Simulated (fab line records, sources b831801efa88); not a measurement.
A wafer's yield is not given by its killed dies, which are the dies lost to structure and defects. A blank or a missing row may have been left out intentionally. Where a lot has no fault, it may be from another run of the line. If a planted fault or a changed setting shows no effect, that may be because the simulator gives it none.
Which tool is to blame?    flow gf180mcu    Sampling: 12 lots, 36 wafers, 6 of 602 route steps

== WHAT EACH GAUGE READ, for each wafer ==
GF_STI_THK_MEAS_22.
lot   measured     on             STI_OXIDATION_01_THK (nm)
L530  day 2 14:24  film_metro-02  15.42 14.97 15.13
L532  day 3 00:31  film_metro-02  14.78 14.92 14.81
L534  day 3 09:37  film_metro-04  15.14 14.94 14.99
L535  day 3 15:27  film_metro-02  15.10 15.24 15.26
L536  day 3 21:58  film_metro-02  14.96 14.62 14.68
L537  day 4 01:53  film_metro-04  14.67 14.47 14.59
L538  day 4 08:13  film_metro-02  14.97 14.69 14.82
L546  day 6 04:11  film_metro-03  14.59 14.65 14.44
L548  day 6 12:46  film_metro-02  15.36 15.42 15.49
L549  day 6 18:07  film_metro-03  15.01 15.18 15.22
L550  day 7 00:58  film_metro-04  15.38 15.26 15.16
L551  day 7 06:02  film_metro-02  15.56 15.40 15.42

GF_NWELL_TW_MEAS_11.
lot   measured     on             NWELL_TW
L530  day 3 18:43  film_metro-01  1576 1577 1577
L532  day 4 06:22  film_metro-04  1565 1581 1568
L534  day 4 15:07  film_metro-03  1560 1567 1570
L535  day 4 21:57  film_metro-01  1590 1588 1587
L536  day 5 03:58  film_metro-03  1569 1565 1566
L537  day 5 08:28  film_metro-04  1570 1562 1565
L538  day 5 15:28  film_metro-01  1592 1589 1587
L546  day 7 18:03  film_metro-03  1578 1577 1591
L548  day 7 22:51  film_metro-04  1570 1575 1580
L549  day 8 04:37  film_metro-01  1580 1579 1577
L550  day 8 12:30  film_metro-04  1580 1581 1577
L551  day 8 17:40  film_metro-04  1572 1579 1570

GF_MVSD_TW_MEAS_11.
lot   measured      on             MVSD_TW
L530  day 4 22:43   film_metro-03  1593 1580 1598
L532  day 5 11:10   film_metro-04  1585 1584 1587
L534  day 5 19:40   film_metro-03  1582 1590 1586
L535  day 6 02:40   film_metro-04  1596 1589 1591
L536  day 6 08:37   film_metro-04  1591 1592 1591
L537  day 6 13:16   film_metro-04  1629 1642 1639
L538  day 6 21:46   film_metro-01  1643 1624 1628
L546  day 9 03:52   film_metro-01  1592 1589 1594
L548  day 9 08:52   film_metro-01  1606 1597 1588
L549  day 9 15:07   film_metro-03  1591 1591 1598
L550  day 10 04:03  film_metro-01  1596 1603 1596
L551  day 10 05:25  film_metro-03  1593 1595 1601

GF_VT_IMPLANT_RS_MEAS_46: measures by four-point-probe.
lot   measured      on             MVSD_RS (ohm/sq)
L530  day 8 00:28   film_metro-03  456.5 458.0 456.7
L532  day 8 16:31   film_metro-03  458.5 457.1 457.8
L534  day 9 03:01   film_metro-01  455.5 455.8 457.5
L535  day 9 11:13   film_metro-03  456.5 457.5 455.7
L536  day 9 18:47   film_metro-01  454.9 457.3 456.3
L537  day 10 03:13  film_metro-03  436.1 434.2 434.6
L538  day 10 08:10  film_metro-03  434.7 435.7 435.5
L546  day 12 22:52  film_metro-01  456.0 458.6 457.7
L548  day 13 11:34  film_metro-01  455.2 456.6 457.4
L549  day 13 13:43  film_metro-01  457.0 456.3 456.2
L550  day 14 04:19  film_metro-04  456.4 456.8 455.9
L551  day 14 06:45  film_metro-01  457.5 459.3 458.3

== WHICH TOOL RAN EACH LOT (tool, then ch and the chambers of the sampled wafers, then the start) ==
lot   GF_DNWELL_STRIP_08                   GF_MVSD_IMPLANT_08
L530  plasma_asher-02 ch 0,1, day 3 05:44  implanter-01 ch 0, day 4 22:19
L532  plasma_asher-01 ch 0,1, day 3 16:22  implanter-04 ch 0, day 5 10:47
L534  plasma_asher-02 ch 0,1, day 4 01:22  implanter-01 ch 0, day 5 19:16
L535  plasma_asher-01 ch 0,1, day 4 07:46  implanter-01 ch 0, day 6 02:16
L536  plasma_asher-02 ch 0,1, day 4 13:55  implanter-01 ch 0, day 6 08:14
L537  plasma_asher-02 ch 0,1, day 4 17:55  implanter-01 ch 0, day 6 12:52
L538  plasma_asher-04 ch 0,1, day 5 00:58  implanter-01 ch 0, day 6 21:22
L546  plasma_asher-02 ch 0,1, day 7 02:04  implanter-03 ch 0, day 9 03:28
L548  plasma_asher-01 ch 0,1, day 7 06:40  implanter-04 ch 0, day 9 08:28
L549  plasma_asher-01 ch 0,1, day 7 12:07  implanter-01 ch 0, day 9 14:43
L550  plasma_asher-01 ch 0,1, day 7 20:04  implanter-01 ch 0, day 10 03:39
L551  plasma_asher-04 ch 0,1, day 8 00:43  implanter-03 ch 0, day 10 05:02
- GF_DNWELL_STRIP_08: strips in O2/N2.
- GF_MVSD_IMPLANT_08

== AS READ BY THE TOOLS THEMSELVES (means over the sampled wafers that have a number; for cases with no such wafer, the mark the record gives instead) ==
GF_DNWELL_STRIP_08.
lot   tool             drypump_motor_current_A (A)  heater_power_w (W)  oes_product_au (a.u.)  strip_time_to_endpoint_s (s)
L530  plasma_asher-02  5.6                          379                 0.721                  36.81
L532  plasma_asher-01  6.5                          350                 0.726                  37.09
L534  plasma_asher-02  5.6                          384                 0.722                  36.99
L535  plasma_asher-01  6.4                          346                 0.726                  36.88
L536  plasma_asher-02  5.3                          360                 0.724                  37.07
L537  plasma_asher-02  5.3                          366                 0.720                  36.96
L538  plasma_asher-04  6.3                          336                 0.720                  36.93
L546  plasma_asher-02  5.3                          365                 0.727                  36.85
L548  plasma_asher-01  6.5                          350                 0.716                  36.78
L549  plasma_asher-01  6.5                          350                 0.722                  36.98
L550  plasma_asher-01  6.5                          352                 0.718                  36.95
L551  plasma_asher-04  6.3                          330                 0.723                  36.79

GF_MVSD_IMPLANT_08.
lot   tool          beam_on_s (s)  end_station_pressure_torr (Torr)  faraday_current_uA
L530  implanter-01  9.98           5.04e-06                          90.3
L532  implanter-04  10.08          5.07e-06                          89.5
L534  implanter-01  9.95           5.15e-06                          90.8
L535  implanter-01  9.90           5.29e-06                          91.3
L536  implanter-01  10.01          5.26e-06                          90.0
L537  implanter-01  10.84          6.52e-05                          80.6
L538  implanter-01  11.23          6.62e-05                          77.5
L546  implanter-03  10.00          5.11e-06                          90.2
L548  implanter-04  9.99           4.73e-06                          90.4
L549  implanter-01  10.05          5.15e-06                          90.0
L550  implanter-01  9.99           5.04e-06                          90.3
L551  implanter-03  10.06          4.78e-06                          89.9

== THE ANSWER, worked out from the rows above alone ==
Rule: the usual values come from the lots themselves. The widest of any qualifying gaps counts: lots, ordered by their means at a reading, are off when they make up no more than a third of the lots, leave a main group of 4 or more, and stand apart from it by 3 or more times the standard deviation of that group's means. A main group is skipped when, at the precision printed for the reading in the tables above, its means are all equal. A lot without any number at a reading at which 4 lots or more have one is off too. The other lots that the step has rows for count as sound. After the gauges, taken in route order, come the tools' own readings; for these a lot's mean is taken, as printed above. At the first step where some lot is off, the reading lying furthest off is the one used; lots without a number count as furthest.
Off: at GF_MVSD_TW_MEAS_11 (MVSD_TW), L537, L538. The main group: mean 1592, standard deviation 4.1.
A tool fits if, at a process step before that reading, it ran every lot that is off, and no sound lot after the first of them. Not tried: the gauges at GF_MVSD_TW_MEAS_11; whatever is off there is also off at GF_VT_IMPLANT_RS_MEAS_46, on other tools, and gauge error can't account for it. No candidate that was tried fits.

== WHAT THE SIMULATOR HAD INSERTED ==
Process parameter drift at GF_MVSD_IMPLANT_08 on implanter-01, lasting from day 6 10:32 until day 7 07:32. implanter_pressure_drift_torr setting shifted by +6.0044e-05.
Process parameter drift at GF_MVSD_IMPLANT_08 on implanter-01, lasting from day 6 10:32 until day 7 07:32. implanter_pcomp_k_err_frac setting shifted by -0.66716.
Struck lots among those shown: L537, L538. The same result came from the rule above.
